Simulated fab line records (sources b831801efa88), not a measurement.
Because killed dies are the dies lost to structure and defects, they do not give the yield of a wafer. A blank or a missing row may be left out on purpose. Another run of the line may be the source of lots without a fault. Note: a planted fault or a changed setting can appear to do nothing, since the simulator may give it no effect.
Chamber matching / flow gf180mcu / hdpcvd-02 running GF_V4_CVD_00: 3 sister chambers
The step deposits SiO2, target thk 600 nm, time 100 s. 3 wafers are shown with their chamber, then 9 later ones without.

EACH WAFER AND ITS CHAMBER
wafer=L308.4; chamber=1; sih4FlowSccm (sccm)=59.83
wafer=L310.5; chamber=0; sih4FlowSccm (sccm)=60.31
wafer=L314.3; chamber=2; sih4FlowSccm (sccm)=60.05

WAFERS WHOSE CHAMBER IS MISSING
wafer=L314.4; sih4FlowSccm (sccm)=60.01
wafer=L314.5; sih4FlowSccm (sccm)=59.95
wafer=L315.2; sih4FlowSccm (sccm)=60.29
wafer=L315.3; sih4FlowSccm (sccm)=59.85
wafer=L315.5; sih4FlowSccm (sccm)=59.94
wafer=L322.3; sih4FlowSccm (sccm)=60.22
wafer=L322.6; sih4FlowSccm (sccm)=60.14
wafer=L323.3; sih4FlowSccm (sccm)=60.03
wafer=L323.6; sih4FlowSccm (sccm)=60.22

THE CHAMBER EACH PASSED THROUGH
wafer=L314.4; from the rows above=can't be placed: 2 or 1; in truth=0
wafer=L314.5; from the rows above=can't be placed: 2 or 1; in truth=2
wafer=L315.2; from the rows above=0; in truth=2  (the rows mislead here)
wafer=L315.3; from the rows above=1; in truth=1
wafer=L315.5; from the rows above=can't be placed: 1 or 2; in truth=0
wafer=L322.3; from the rows above=can't be placed: 0 or 2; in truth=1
wafer=L322.6; from the rows above=can't be placed: 2 or 0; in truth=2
wafer=L323.3; from the rows above=2; in truth=2
wafer=L323.6; from the rows above=can't be placed: 0 or 2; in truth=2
2 of 9 placed correctly. These rows do not allow placing 6 (true chamber among the candidates in 3). Placed wrongly: 1.
How it was worked out, from the rows above alone: a wafer's distance from a chamber is the root of the sum, over the readings, of the square of ((its reading less the chamber's mean) divided by the reading's scatter). The wafer belongs to the nearest chamber; if the next one is less than 2 further off, it can't be placed. The mean given for a chamber averages the wafers shown for that chamber. The scatter (one wafer shown for each chamber): square how far every hidden wafer sits from the nearest shown wafer, average those squares and take the square root.
